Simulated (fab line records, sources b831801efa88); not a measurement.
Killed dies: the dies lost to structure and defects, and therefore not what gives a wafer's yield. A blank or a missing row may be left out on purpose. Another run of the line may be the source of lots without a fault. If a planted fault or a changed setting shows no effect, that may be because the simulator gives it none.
2 desks, one fault ; flow sky130 ; each desk holds nothing but its own numbers, with what lay behind them at the end

== AT THE TOOL OWNER'S DESK: litho-track-04 ==
The tool's own readings at SKY_VIA4_HMDS_05 (prime time 60 s): means of the sampled wafers that have a number, for each lot that ran on this tool. A lot is out of limits, marked OUT, if its mean lies more than 4 standard deviations from the usual mean; the brackets give that distance.
Columns: A = prime-temp-c at SKY_VIA4_HMDS_05, usual 120.04 C
lot;first seen here;A
L767;day 43 06:46;119.99
L771;day 44 05:46;120.08
L777;day 45 20:46;120.11
L778;day 46 05:07;113.80 (-42) OUT
L783;day 47 06:42;113.62 (-43) OUT
This desk finds L778, L783 out of limits, L778 being first, at day 46 05:07 (prime-temp-c at SKY_VIA4_HMDS_05). L767, L771, L777 stayed within limits.

== METROLOGY DESK ==
Lot by lot, what the gauges showed, no matter which tool ran the lot: averages of those sampled wafers that carry a number. A lot is out of limits, marked OUT, if its mean lies more than 4 standard deviations from the usual mean; the brackets give that distance.
Columns: A = CAPM_CVD_00_THK at SKY_CAPM_THK_MEAS_01, usual 15.44 nm; B = CAPM_TIN_THK at SKY_CAPM_THK_MEAS_04, usual 198 nm
lot;first seen here;A;B
L764;day 35 20:45;15.67;201
L765;day 36 11:11;15.50;198
L766;day 36 21:08;15.69;198
L767;day 37 09:01;15.19;196
L768;day 37 17:43;15.61;200
L771;day 38 11:54;15.18;195
L772;day 38 19:43;15.36;196
L777;day 40 09:46;15.36;198
L778;day 40 20:20;15.30;198
L779;day 41 05:44;15.42;200
L783;day 42 01:59;15.36;204
L785;day 42 14:23;15.40;196
L786;day 43 01:02;15.33;194
Result from this desk: across the 13 lots, nothing is out of limits.

== PUT TOGETHER ==
On L778, L783, at day 46 05:07, an alarm was possible from the tool owner's desk.
From the metrology desk's view, nothing was out of limits.
The metrology desk holds a record of L778, L783, inside its limits.
The lots listed all ran SKY_VIA4_HMDS_05 on litho-track-04.

== WHAT THE SIMULATOR PUT IN ==
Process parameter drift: litho-track-04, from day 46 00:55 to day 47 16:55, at SKY_VIA4_HMDS_05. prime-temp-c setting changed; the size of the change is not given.
Struck lots among those shown: L778, L783.
Delay in hours, fault start to first out-of-limits reading, by desk: the tool owner's desk at 4.
